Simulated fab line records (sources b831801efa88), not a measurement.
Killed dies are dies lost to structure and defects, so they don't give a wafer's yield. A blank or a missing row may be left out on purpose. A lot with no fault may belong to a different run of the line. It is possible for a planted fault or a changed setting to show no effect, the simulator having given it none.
Matching of chambers + flow gf180mcu + rie si-02 running GF_STI_ETCH_14: 4 sister chambers
The step etches Si in HBr/Cl2/O2, target depth 360 nm, time 102.9 s. 8 wafers are shown with their chamber, then 8 later ones without.

EACH WAFER AND ITS CHAMBER
| wafer  | chamber | drypump motor current A (A) | oes product au (a.u.) |
|--------|---------|-----------------------------|-----------------------|
| L412.2 | 2       | 5.6                         | 1.002                 |
| L412.6 | 1       | 5.3                         | 1.007                 |
| L413.3 | 1       | 5.3                         | 1.003                 |
| L413.4 | 2       | 5.7                         | 1.009                 |
| L414.1 | 0       | 6.0                         | 1.014                 |
| L414.5 | 3       | 6.0                         | 1.018                 |
| L414.6 | 0       | 6.0                         | 1.011                 |
| L415.2 | 3       | 5.9                         | 1.024                 |

WAFERS MISSING THEIR CHAMBER
| wafer  | drypump motor current A (A) | oes product au (a.u.) |
|--------|-----------------------------|-----------------------|
| L415.4 | 6.0                         | 1.013                 |
| L415.5 | 5.3                         | 1.017                 |
| L421.1 | 6.0                         | 1.026                 |
| L421.4 | 5.6                         | 1.012                 |
| L421.5 | 6.0                         | 1.021                 |
| L422.2 | 6.0                         | 1.019                 |
| L422.3 | 5.6                         | 1.016                 |
| L422.6 | 6.0                         | 1.020                 |

CHAMBER TAKEN BY EACH
| wafer  | from the rows above     | in truth |
|--------|-------------------------|----------|
| L415.4 | 0                       | 0        |
| L415.5 | 1                       | 1        |
| L421.1 | can't be placed: 3 or 0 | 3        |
| L421.4 | 2                       | 2        |
| L421.5 | can't be placed: 3 or 0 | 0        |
| L422.2 | can't be placed: 3 or 0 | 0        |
| L422.3 | 2                       | 2        |
| L422.6 | can't be placed: 3 or 0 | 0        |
Placed correctly: 4 of 8. Unplaceable from these rows: 4, with the true chamber sitting among the candidates in 4. Number placed wrongly: 0.
How it was worked out, from the rows above alone: a wafer's distance from a chamber is the root of the sum, over the readings, of the square of ((its reading less the chamber's mean) divided by the reading's scatter). If the next closest chamber is less than 2 further off than the closest, the wafer can't be placed; otherwise it belongs to the closest. Each chamber's mean is taken over the wafers shown for it. The scatter: take each reading less its chamber's mean, square it, sum over the shown wafers, divide by the number of wafers less the number of chambers, and take the root.
